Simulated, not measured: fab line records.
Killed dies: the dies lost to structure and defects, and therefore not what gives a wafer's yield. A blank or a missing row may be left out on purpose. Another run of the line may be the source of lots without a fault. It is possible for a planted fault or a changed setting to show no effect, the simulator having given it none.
A struck lot beside a sound one || flow sfqLine || 34 out of 325 route steps
Sound: these wafers, L137.2, L137.3, L137.4. The struck wafers were L136.2, L136.4, L136.5. Last of all comes the cause.
Order at every step that has rows: each side's tool, ch and its chambers, its first start. Under that, the readings that differ: sound wafers || struck wafers || difference of the means || sigmas: that difference in standard deviations of wafers without a fault.
alike: readings with means less than 2 such deviations apart, plus words and numbers identical on both sides. not compared: withheld readings, readings lacking a value on some wafer, bounds such as >300 that could conceal the same value, and numbers that have no deviation in the record and whose values overlap.
A row with sigmas, a row that says differs or no value, or rows on one side alone: a step with any of these is where the two part. Non-overlapping numbers with no deviation appear without sigmas and do not part them. A reading that every wafer of one side lacks parts them only if that side has two wafers or more.

first, 6 steps without rows for these wafers: SFQ_TRILAYER_M6_LITHO_COAT_164 (resist thk 62 nm); SFQ_TRILAYER_M6_LITHO_COAT_159 (resist thk 600 nm); SFQ_TRILAYER_M6_LITHO_SOFTBAKE_163; SFQ_TRILAYER_M6_LITHO_EXPOSE_160 (exposes mask M6, target cd 500 nm); SFQ_TRILAYER_M6_LITHO_PEB_162 (peb time 60 s); SFQ_TRILAYER_M6_LITHO_DEVELOP_161 (time 60 s).
SFQ_M6_OVL_MEAS_940:
  sound on overlay-01 at day 73 14:02; struck on overlay-01 at day 73 11:29
{"reading": "M6_OVL (nm)", "sound": "-3 -9 -1", "struck": "7 7 1", "difference": "+9", "sigmas": "+2"}
SFQ_TRILAYER_M6_BARC_OPEN_METAL_ETCH_206: etches BARC in O2, target depth 125 nm, time 41.7 s.
  sound on rieMetal-01 ch 0,1, day 73 14:04; struck on rieMetal-04 ch 0, day 73 11:31
  alike: drypumpMotorCurrentA, oesProductAu, rfFwdPowerW
  not compared: rfHoursCounterH
then, 1 step without rows for these wafers: SFQ_TRILAYER_M6_ETCH_METAL_ETCH_162 (etches Nb in Cl2/Ar, stops on SiO2, target depth 240 nm, time 120 s).
SFQ_TRILAYER_M6_STRIP_STRIP_163: strips in O2.
  sound on rieMetal-01 ch 0,1, day 73 14:16; struck on rieMetal-04 ch 0, day 73 11:41
  alike: drypumpMotorCurrentA, oesProductAu
  not compared: rfHoursCounterH
then, 1 step without rows for these wafers: SFQ_TRILAYER_M6_STRIP_SOLV_CLEAN_164 (cleans in NMP, time 600 s).
SFQ_TRILAYER_I6_DEP_PECVD_165: deposits SiO2 from SiH4/N2O, time 111.11 s, target thk 500 nm.
  sound on pecvd-02 ch 1,2, day 73 15:02; struck on pecvd-02 ch 0,1,2, day 73 12:28
  no value came back on the struck wafers for any of 5 readings (chamberPressureTorr (Torr), heaterPowerOuterW (W) and others); on the sound wafers chamberPressureTorr (Torr) reads 2.391 2.405 2.406
SFQ_TRILAYER_I6_CMP_CMP_166: polishes SiO2.
  sound on cmp-01 ch 1,2,3, day 73 15:33; struck on cmp-01 ch 0,1, day 73 12:33
{"reading": "timeToEndpointS (s)", "sound": "210 219 216", "struck": "- - -", "difference": "no value on the struck wafers", "sigmas": ""}
  alike: motorCurrentA, slurryFlowMlMin
SFQ_I6_BOW_MEAS_941:
  sound on filmMetro-02 at day 73 18:34; struck on filmMetro-04 at day 73 15:34
{"reading": "I6_BOW (um)", "sound": "15 6 20", "struck": "-4 -9 -17", "difference": -24, "sigmas": -2}
SFQ_TRILAYER_I6_METRO_MEASURE_167:
  sound on filmMetro-02 at day 73 18:52; struck on filmMetro-04 at day 73 15:52
then, 6 steps without rows for these wafers: SFQ_TRILAYER_I6_VIA_LITHO_COAT_174 (resist thk 62 nm); SFQ_TRILAYER_I6_VIA_LITHO_COAT_169 (resist thk 650 nm); SFQ_TRILAYER_I6_VIA_LITHO_SOFTBAKE_173; SFQ_TRILAYER_I6_VIA_LITHO_EXPOSE_170 (exposes mask I6, target cd 700 nm); SFQ_TRILAYER_I6_VIA_LITHO_PEB_172 (peb time 60 s); SFQ_TRILAYER_I6_VIA_LITHO_DEVELOP_171 (time 60 s).
SFQ_I6_OVL_MEAS_942:
  sound on overlay-02 at day 74 02:56; struck on overlay-02 at day 73 23:20
  alike: I6_OVL
then, 1 step without rows for these wafers: SFQ_TRILAYER_I6_VIA_BARC_OPEN_VIA_ETCH_235 (etches BARC in O2, target depth 125 nm, time 41.7 s).
SFQ_TRILAYER_I6_VIA_ETCH_VIA_ETCH_172: etches SiO2 in CHF3, stops on Nb, target depth 260 nm.
  sound on rieDiel-02 ch 0,1,2, day 74 03:01; struck on rieDiel-02 ch 0,1, day 73 23:25
{"reading": "oesProductAu (a.u.)", "sound": "0.854 0.849 0.852", "struck": "0.366 0.369 0.377", "difference": -0.481, "sigmas": -89}
{"reading": "model.etch.depthNm (nm)", "sound": "200.3 200.3 200.2", "struck": "0 0 0", "difference": -200, "sigmas": ""}
  alike: drypumpMotorCurrentA, rfFwdPowerW
SFQ_TRILAYER_I6_VIA_STRIP_STRIP_173: strips in O2.
  sound on rieMetal-03 ch 0,1, day 74 03:07; struck on rieMetal-01 ch 0,1, day 73 23:31
  alike: drypumpMotorCurrentA, oesProductAu
  not compared: rfHoursCounterH
then, 2 steps without rows for these wafers: SFQ_TRILAYER_I6_VIA_STRIP_SOLV_CLEAN_174 (cleans in NMP, time 600 s); SFQ_TRILAYER_M7_DEP_PRE_CLEAN_176 (time 22.5 s).
SFQ_TRILAYER_M7_DEP_SPUTTER_175: material Nb, target thk 200 nm, time 133.3 s.
  sound on pvdSputter-05 at day 74 04:06; struck on pvdSputter-05 at day 74 00:20
  alike: substrateTempC, throttleValvePct
SFQ_M7_RS_MEAS_943: the measuring method here is four-point-probe.
  sound on filmMetro-01 at day 74 04:13; struck on filmMetro-02 at day 74 00:26
  alike: M7_NB_RS
then, 3 steps without rows for these wafers: SFQ_TRILAYER_M7_LITHO_COAT_182 (resist thk 62 nm); SFQ_TRILAYER_M7_LITHO_COAT_177 (resist thk 600 nm); SFQ_TRILAYER_M7_LITHO_SOFTBAKE_181.
SFQ_TRILAYER_M7_LITHO_EXPOSE_178: exposes mask M7, target cd 500 nm.
  struck on krfScanner-02, day 74 05:14; sound on krfScanner-02 ch 0, day 74 10:02
  no value came back on the struck wafers for exposureDoseMJCm2, focusOffsetNm (nm); on the sound wafers exposureDoseMJCm2 reads 14.365 14.364 14.381
  alike: mask
then, 1 step without rows for these wafers: SFQ_TRILAYER_M7_LITHO_PEB_180 (peb time 60 s).

WHERE THEY PART
Earliest at SFQ_M6_OVL_MEAS_940; latest, in this record, at SFQ_TRILAYER_M7_LITHO_EXPOSE_178.

WHY: whatever the simulator had introduced
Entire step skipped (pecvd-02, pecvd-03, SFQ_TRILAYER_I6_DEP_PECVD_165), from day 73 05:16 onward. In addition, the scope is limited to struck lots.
